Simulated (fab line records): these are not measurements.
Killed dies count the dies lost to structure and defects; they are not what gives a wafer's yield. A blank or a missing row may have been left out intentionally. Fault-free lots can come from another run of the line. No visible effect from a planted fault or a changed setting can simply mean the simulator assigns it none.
2 desks, one fault | flow sky130 | numbers are kept per desk, each desk with only its own; the story behind them comes last

AT THE METROLOGY DESK
Means of the sampled wafers that have a number, per lot and without regard to the tool the lot ran on: this is what the gauges read. A lot is out of limits, marked OUT, if its mean lies more than 4 standard deviations from the usual mean; the brackets give that distance.
Columns: A = FIELD_ISO_OXIDATION_01_THK at SKY_FIELD_ISO_THK_MEAS_23, usual 9.92 nm; B = FIELD_ISO_CVD_24_THK at SKY_FIELD_ISO_THK_MEAS_25, usual 595 nm; C = NWELL_OXIDATION_THK at SKY_NWELL_THK_MEAS_02, usual 10.03 nm; D = DNWELL_TW at SKY_DNWELL_TW_MEAS_09, usual 1112; E = PWDE_OVL at SKY_PWDE_OVL_MEAS_07, usual 1.5 nm; F = PWDE_TW at SKY_PWDE_TW_MEAS_10, usual 373.1
lot  | first seen here | A     | B   | C     | D    | E    | F
L969 | day 2 20:20     | 9.71  | 591 | 10.13 | 1116 | 0.9  | 373.0
L974 | day 3 20:50     | 10.13 | 595 | 9.86  | 1107 | 1.4  | 376.9
L982 | day 5 16:46     | 10.09 | 595 | 10.08 | 1112 | 1.2  | 372.5
L983 | day 5 20:42     | 10.04 | 599 | 10.12 | 1112 | -0.3 | 371.2
L987 | day 6 20:41     | 9.88  | 590 | 9.97  | 1124 | 2.5  | 373.3
L988 | day 6 23:22     | 9.94  | 590 | 9.84  | 1114 | 3.6  | 372.6
This desk's verdict: no lot among the 6 shows anything out of limits.

FOR THE TOOL OWNER'S DESK: wet-bench-02
The tool's own readings at SKY_FIELD_ISO_WET_ETCH_28 (etches SiO2 in dHF, target depth 23.7 nm, time 47 s): means of the sampled wafers that have a number, for each lot that ran on this tool. A lot is out of limits, marked OUT, if its mean lies more than 4 standard deviations from the usual mean; the brackets give that distance.
Columns: A = run-length-s at SKY_FIELD_ISO_WET_ETCH_28, usual 75 s
lot  | first seen here | A
L969 | day 2 22:27     | 79
L982 | day 5 20:59     | 44 (-10) OUT
L983 | day 6 00:01     | 43 (-10) OUT
This desk's verdict: out of limits on L982, L983, starting with L982 at day 5 20:59 (run-length-s at SKY_FIELD_ISO_WET_ETCH_28). L969: within limits.

PUT TOGETHER
At day 5 20:59, on L982, L983, the tool owner's desk was in a position to raise an alarm.
Metrology desk: nothing out of limits seen.
The metrology desk has L982, L983 on record, within its limits.
SKY_FIELD_ISO_WET_ETCH_28 was run on wet-bench-02 by each of the lots named.

WHAT THE SIMULATOR HAD PUT IN
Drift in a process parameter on wet-bench-02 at SKY_FIELD_ISO_WET_ETCH_28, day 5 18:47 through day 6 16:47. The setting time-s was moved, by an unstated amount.
Shown lots that were struck: L982, L983.
Delay in hours, fault start to first out-of-limits reading, by desk: the tool owner's desk at 2.
